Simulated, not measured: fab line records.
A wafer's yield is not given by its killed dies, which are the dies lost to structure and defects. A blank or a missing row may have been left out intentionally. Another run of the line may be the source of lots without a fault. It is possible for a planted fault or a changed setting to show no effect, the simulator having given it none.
A sampling plan put to the test :: flow gf180mcu :: each of the 15 faults these records tell of, on one fab line, judged from the records of the lots it struck
The line's own looks make up the plan; these are the steps of the route where a gauge or inspection reads the wafer and leaves it unchanged. Where struck wafers have a number at a look and the file lists that look's usual mean and standard deviation on fault-free wafers, the look can be judged. Caught: the struck wafers' mean, at a look after the fault's first step, is 4 or more of those standard deviations (sigma) away from the usual mean. On the tool: the identical test, applied to the tool's own readings at the steps of the fault. It also counts as caught if the struck wafers ran another recipe or if their record alone is blank.

== THE FAULTS, as the simulator had put them in ==
1. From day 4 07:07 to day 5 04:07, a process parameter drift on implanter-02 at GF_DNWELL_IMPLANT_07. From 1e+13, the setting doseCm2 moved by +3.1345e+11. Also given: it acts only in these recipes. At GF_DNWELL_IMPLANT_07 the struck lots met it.
2. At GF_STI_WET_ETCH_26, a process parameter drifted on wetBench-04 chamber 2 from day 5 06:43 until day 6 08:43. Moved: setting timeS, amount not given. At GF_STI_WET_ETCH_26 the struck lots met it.
3. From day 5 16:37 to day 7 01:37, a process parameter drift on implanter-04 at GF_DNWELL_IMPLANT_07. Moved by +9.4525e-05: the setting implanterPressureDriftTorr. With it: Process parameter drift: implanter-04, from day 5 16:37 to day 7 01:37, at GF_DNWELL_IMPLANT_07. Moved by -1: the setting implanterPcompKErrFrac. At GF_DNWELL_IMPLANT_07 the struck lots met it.
4. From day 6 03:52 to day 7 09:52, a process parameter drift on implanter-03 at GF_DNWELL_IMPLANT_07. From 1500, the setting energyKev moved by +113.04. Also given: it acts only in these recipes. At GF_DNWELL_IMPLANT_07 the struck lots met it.
5. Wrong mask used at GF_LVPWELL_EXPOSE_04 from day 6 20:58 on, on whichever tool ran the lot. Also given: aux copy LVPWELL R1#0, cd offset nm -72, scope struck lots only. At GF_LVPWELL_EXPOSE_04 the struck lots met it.
6. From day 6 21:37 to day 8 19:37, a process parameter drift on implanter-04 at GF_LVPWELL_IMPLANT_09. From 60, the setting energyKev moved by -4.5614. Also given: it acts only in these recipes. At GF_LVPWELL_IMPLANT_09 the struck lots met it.
7. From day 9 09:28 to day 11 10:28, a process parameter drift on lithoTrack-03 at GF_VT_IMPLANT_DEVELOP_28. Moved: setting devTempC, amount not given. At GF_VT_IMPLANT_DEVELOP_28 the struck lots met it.
8. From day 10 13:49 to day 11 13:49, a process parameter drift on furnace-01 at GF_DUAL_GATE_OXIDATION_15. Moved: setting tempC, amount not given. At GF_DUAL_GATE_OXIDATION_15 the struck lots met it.
9. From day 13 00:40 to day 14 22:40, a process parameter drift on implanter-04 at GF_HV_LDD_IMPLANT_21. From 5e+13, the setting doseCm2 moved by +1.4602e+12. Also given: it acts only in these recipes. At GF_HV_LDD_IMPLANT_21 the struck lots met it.
10. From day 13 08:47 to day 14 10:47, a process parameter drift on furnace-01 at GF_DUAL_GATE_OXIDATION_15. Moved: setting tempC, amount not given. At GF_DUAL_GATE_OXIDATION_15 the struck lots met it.
11. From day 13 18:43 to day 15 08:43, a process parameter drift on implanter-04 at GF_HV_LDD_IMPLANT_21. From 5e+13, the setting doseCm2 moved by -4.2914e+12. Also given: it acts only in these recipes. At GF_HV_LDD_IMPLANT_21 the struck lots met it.
12. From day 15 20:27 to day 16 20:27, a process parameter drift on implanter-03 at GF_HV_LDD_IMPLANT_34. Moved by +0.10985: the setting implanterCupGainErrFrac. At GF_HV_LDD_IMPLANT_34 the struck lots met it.
13. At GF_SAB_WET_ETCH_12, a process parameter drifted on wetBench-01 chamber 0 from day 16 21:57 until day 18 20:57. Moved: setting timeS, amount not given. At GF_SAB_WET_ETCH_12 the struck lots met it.
14. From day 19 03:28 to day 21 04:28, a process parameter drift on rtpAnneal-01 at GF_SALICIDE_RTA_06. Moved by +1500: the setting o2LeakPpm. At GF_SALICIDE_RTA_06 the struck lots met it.
15. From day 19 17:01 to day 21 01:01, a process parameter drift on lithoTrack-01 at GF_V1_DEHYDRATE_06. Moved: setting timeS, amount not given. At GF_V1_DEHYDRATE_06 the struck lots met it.

== WHAT THE PLAN SAW ==
fault: 1
on the tool itself: doseIonsCm2 +31 sigma
first look that catches it: not the one look that can be judged after it
reading, sigma: -
median hours from its first step to that look: -
hours from the fault's start to the first struck lot there: -
judged looks passed uncaught: 1

fault: 2
on the tool itself: runLengthS -18 sigma
first look that catches it: not the one look that can be judged after it
reading, sigma: -
median hours from its first step to that look: -
hours from the fault's start to the first struck lot there: -
judged looks passed uncaught: 1

fault: 3
on the tool itself: endStationPressureTorr +99 or beyond sigma
first look that catches it: not the one look that can be judged after it
reading, sigma: -
median hours from its first step to that look: -
hours from the fault's start to the first struck lot there: -
judged looks passed uncaught: 1

fault: 4
on the tool itself: beamEnergyKeV +99 or beyond sigma
first look that catches it: not the one look that can be judged after it
reading, sigma: -
median hours from its first step to that look: -
hours from the fault's start to the first struck lot there: -
judged looks passed uncaught: 1

fault: 5
on the tool itself: no reading that can be judged
first look that catches it: none of the 2 looks that can be judged after it
reading, sigma: -
median hours from its first step to that look: -
hours from the fault's start to the first struck lot there: -
judged looks passed uncaught: 2

fault: 6
on the tool itself: beamEnergyKeV -99 or beyond sigma
first look that catches it: not the one look that can be judged after it
reading, sigma: -
median hours from its first step to that look: -
hours from the fault's start to the first struck lot there: -
judged looks passed uncaught: 1

fault: 7
on the tool itself: developerTempC -9.8 sigma
first look that catches it: not the one look that can be judged after it
reading, sigma: -
median hours from its first step to that look: -
hours from the fault's start to the first struck lot there: -
judged looks passed uncaught: 1

fault: 8
on the tool itself: tubeCenterTempC +99 or beyond sigma
first look that catches it: no look after it can be judged
reading, sigma: -
median hours from its first step to that look: -
hours from the fault's start to the first struck lot there: -
judged looks passed uncaught: 0

fault: 9
on the tool itself: doseIonsCm2 +25 sigma
first look that catches it: no look after it can be judged
reading, sigma: -
median hours from its first step to that look: -
hours from the fault's start to the first struck lot there: -
judged looks passed uncaught: 0

fault: 10
on the tool itself: tubeCenterTempC +99 or beyond sigma
first look that catches it: no look after it can be judged
reading, sigma: -
median hours from its first step to that look: -
hours from the fault's start to the first struck lot there: -
judged looks passed uncaught: 0

fault: 11
on the tool itself: doseIonsCm2 -72 sigma
first look that catches it: no look after it can be judged
reading, sigma: -
median hours from its first step to that look: -
hours from the fault's start to the first struck lot there: -
judged looks passed uncaught: 0

fault: 12
on the tool itself: faradayCurrentUA +5.9 sigma
first look that catches it: no look after it can be judged
reading, sigma: -
median hours from its first step to that look: -
hours from the fault's start to the first struck lot there: -
judged looks passed uncaught: 0

fault: 13
on the tool itself: runLengthS -23 sigma
first look that catches it: not the one look that can be judged after it
reading, sigma: -
median hours from its first step to that look: -
hours from the fault's start to the first struck lot there: -
judged looks passed uncaught: 1

fault: 14
on the tool itself: chamberO2Ppm +99 or beyond sigma
first look that catches it: not the one look that can be judged after it
reading, sigma: -
median hours from its first step to that look: -
hours from the fault's start to the first struck lot there: -
judged looks passed uncaught: 1

fault: 15
on the tool itself: heaterPowerTotalW +22 sigma
first look that catches it: no look after it can be judged
reading, sigma: -
median hours from its first step to that look: -
hours from the fault's start to the first struck lot there: -
judged looks passed uncaught: 0
A dash: this means the fault isn't caught or the number doesn't appear in these records.

Caught at a look: 0 of 15. Caught on the tool: 14 of 15. By one or the other: 14 of 15.
On the tool alone, faults 1, 2, 3, 4, 6, 7, 8, 9, 10, 11, 12, 13, 14, 15 were caught.
Caught by neither: fault 5.
